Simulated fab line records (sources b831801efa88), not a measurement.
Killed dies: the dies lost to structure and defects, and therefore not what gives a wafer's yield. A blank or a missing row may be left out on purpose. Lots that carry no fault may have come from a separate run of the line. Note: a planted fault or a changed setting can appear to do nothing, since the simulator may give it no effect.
Comparing a struck lot with a sound one :: flow sky130 :: 23 out of 708 route steps
Sound: wafers L541.3, L541.4, L541.5. Wafers struck: L537.2, L537.4, L537.6. At the end, the cause is stated.
Each step with rows lists, per side, the tool, then ch with its chambers, then its first start. Under that, the readings that differ: sound wafers :: struck wafers :: difference of the means :: sigmas: that difference in standard deviations of wafers without a fault.
alike: readings with means less than 2 such deviations apart, plus words and numbers identical on both sides. not compared: withheld readings, readings lacking a value on some wafer, bounds such as >300 that could conceal the same value, and numbers that have no deviation in the record and whose values overlap.
A row with sigmas, a row that says differs or no value, or rows on one side alone: a step with any of these is where the two part. Non-overlapping numbers with no deviation appear without sigmas and do not part them. Lack of a reading on every wafer of one side parts them only where that side has two or more wafers.

first, 5 steps without rows for these wafers: SKY_VT_ADJUST_NCORE_COAT_02 (resist thk 1140 nm); SKY_VT_ADJUST_NCORE_SOFTBAKE_03 (time 60 s); SKY_VT_ADJUST_NCORE_EXPOSE_04 (exposes mask LVTN COMPLEMENT THIN, target cd 380 nm); SKY_VT_ADJUST_NCORE_PEB_05; SKY_VT_ADJUST_NCORE_DEVELOP_06 (develop time 60 s).
SKY_VT_ADJUST_NCORE_CD_MEAS_07: the cd target is 380 nm.
  sound on cd-sem-02 at day 12 05:34; struck on cd-sem-01 at day 11 04:29
  alike: cd-nm
SKY_VT_ADJUST_NCORE_OVL_MEAS_08:
  sound on overlay-01 at day 12 05:40; struck on overlay-02 at day 11 04:35
  alike: VT_ADJUST_NCORE_OVL
after that, 1 step had no rows for these wafers: SKY_VT_ADJUST_NCORE_IMPLANT_09.
SKY_VT_ADJUST_NCORE_STRIP_10: strips in O2/N2.
  sound on plasma-asher-03 ch 0,1, day 12 05:52; struck on plasma-asher-02 ch 0,1, day 11 04:46
  alike: drypump-motor-current-A, oes-product-au, strip-time-to-endpoint-s
  not compared: rf-hours-counter-h
SKY_VT_ADJUST_NCORE_TW_MEAS_11:
  sound on film-metro-02 at day 12 05:57; struck on film-metro-02 at day 11 04:53
  alike: VT_ADJUST_NCORE_TW
then, 2 steps without rows for these wafers: SKY_VT_ADJUST_HVTR_DEHYDRATE_00 (time 60 s); SKY_VT_ADJUST_HVTR_HMDS_01 (prime time 60 s).
SKY_VT_ADJUST_HVTR_COAT_02: resist thk 1140 nm.
  sound on litho-track-04 ch 0, day 12 17:22; struck on litho-track-03 ch 0, day 11 15:29
reading: spin-speed-rpm (rpm)
sound: 2999.8 3000.0 3001.1
struck: 3643.0 3640.2 3639.3
difference: +640.5
sigmas: +99 or more

reading: model.NOVOLAK_of_VT_ADJUST_HVTR_COAT_02.thk-nm (nm)
sound: 1141 1140 1141
struck: 1036 1038 1040
difference: -103
sigmas: 
then, 3 steps without rows for these wafers: SKY_VT_ADJUST_HVTR_SOFTBAKE_03 (time 60 s); SKY_VT_ADJUST_HVTR_EXPOSE_04 (exposes mask HVTRM, target cd 380 nm); SKY_VT_ADJUST_HVTR_PEB_05.
SKY_VT_ADJUST_HVTR_DEVELOP_06: develop time 60 s.
  sound on litho-track-04 ch 0, day 13 06:58; struck on litho-track-01 ch 0, day 12 04:11
reading: model.NOVOLAK_of_VT_ADJUST_HVTR_COAT_02.thk-nm (nm)
sound: 1141 1140 1141
struck: 1035 1037 1039
difference: -104
sigmas: 
SKY_VT_ADJUST_HVTR_CD_MEAS_07: the cd target is 380 nm.
  sound on cd-sem-01 at day 13 07:07; struck on cd-sem-02 at day 12 04:20
  alike: cd-nm
SKY_VT_ADJUST_HVTR_OVL_MEAS_08:
  sound on overlay-01 at day 13 07:12; struck on overlay-02 at day 12 04:26
  alike: VT_ADJUST_HVTR_OVL
after that, 1 step had no rows for these wafers: SKY_VT_ADJUST_HVTR_IMPLANT_09.
SKY_VT_ADJUST_HVTR_STRIP_10: strips in O2/N2.
  sound on plasma-asher-04 ch 0,1, day 13 07:25; struck on plasma-asher-02 ch 0,1, day 12 04:37
reading: strip-time-to-endpoint-s (s)
sound: 14.18 14.18 14.17
struck: 12.99 13.01 13.03
difference: -1.17
sigmas: -29
  alike: drypump-motor-current-A, oes-product-au
  not compared: rf-hours-counter-h
SKY_VT_ADJUST_HVTR_TW_MEAS_11:
  sound on film-metro-03 at day 13 07:29; struck on film-metro-01 at day 12 04:44
  alike: VT_ADJUST_HVTR_TW
SKY_PAD_OPEN_PROBE_99:
  rows exist in the record for the sound wafers here (prober-02, day 49 09:35), none for the struck ones

## WHERE THEY PART
Earliest at SKY_VT_ADJUST_HVTR_COAT_02; latest, in this record, at SKY_PAD_OPEN_PROBE_99.

WHY: whatever the simulator had introduced
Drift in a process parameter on litho-track-03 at SKY_VT_ADJUST_HVTR_COAT_02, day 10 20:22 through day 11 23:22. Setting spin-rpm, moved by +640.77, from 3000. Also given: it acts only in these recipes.
